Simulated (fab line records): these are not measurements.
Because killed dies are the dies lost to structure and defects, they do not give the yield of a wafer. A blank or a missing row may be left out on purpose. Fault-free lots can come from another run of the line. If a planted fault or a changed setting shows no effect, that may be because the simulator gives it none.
The same fault as seen by 2 desks	flow sky130	each desk has only its own numbers; what lay behind them comes last

TOOL OWNER'S DESK, cvd w-02
The tool's own readings at SKY_VIA3_CVD_21 (deposits W, target thk 390 nm, time 117.31 s): means of the sampled wafers that have a number, for each lot that ran on this tool. The brackets show how far a lot's mean lies from the usual mean; more than 4 standard deviations puts the lot out of limits, marked OUT.
Columns: A = heater power w at SKY_VIA3_CVD_21, usual 800 W
lot	first seen here	A
L951	day 40 08:02	803
L952	day 40 12:56	786
L953	day 40 17:08	778
L954	day 40 20:51	765
L969	day 44 20:15	810
L971	day 45 15:03	809
L972	day 45 17:07	804
This desk found nothing out of limits on any of the 7 lots.

FROM THE METROLOGY DESK
What the gauges read for every lot (on any tool): the sampled wafers with a number, averaged. The brackets show how far a lot's mean lies from the usual mean; more than 4 standard deviations puts the lot out of limits, marked OUT.
Columns: A = cd nm at SKY_VIA3_CD_MEAS_12, usual 199.8 nm; B = VIA3_W_RS at SKY_VIA3_RS_MEAS_22, usual 0.2950 ohm/sq; C = VIA3_W_THK at SKY_VIA3_THK_MEAS_23, usual 386 nm
lot	first seen here	A	B	C
L951	day 40 07:06	200.1	0.2964	378
L952	day 40 12:02	200.3	0.2520 (-18) OUT	389
L953	day 40 16:14	200.2	0.2156 (-33) OUT	384
L954	day 40 19:58	199.4	0.2538 (-17) OUT	388
L964	day 43 13:41	201.2	0.2918	392
L966	day 44 09:05	197.5	0.2954	392
L967	day 44 12:41	199.8	0.2918	398
L968	day 44 16:36	198.0	0.2961	389
L969	day 44 19:20	201.3	0.2989	382
L971	day 45 14:08	197.6	0.2970	381
L972	day 45 16:11	201.7	0.2936	389
This desk's result: L952, L953, L954 out of limits, first on L952 (VIA3_W_RS at SKY_VIA3_RS_MEAS_22), day 40 13:04. In limits: L951, L964, L966, L967, L968, L969, L971, L972.

ALL TOGETHER
On L952, L953, L954, the metrology desk was in a position to raise an alarm at day 40 13:04.
Nothing out of limits was seen by the tool owner's desk.
The tool owner's desk has L952, L953, L954 on record, within its limits.
On cvd w-02, each named lot ran SKY_VIA3_CVD_21.

WHAT HAD BEEN PUT IN BY THE SIMULATOR
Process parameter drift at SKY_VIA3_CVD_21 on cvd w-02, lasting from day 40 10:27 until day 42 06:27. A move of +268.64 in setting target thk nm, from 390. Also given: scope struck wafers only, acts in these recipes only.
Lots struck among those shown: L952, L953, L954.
Hours from the fault's start to each desk's first reading out of limits: the metrology desk, 3.
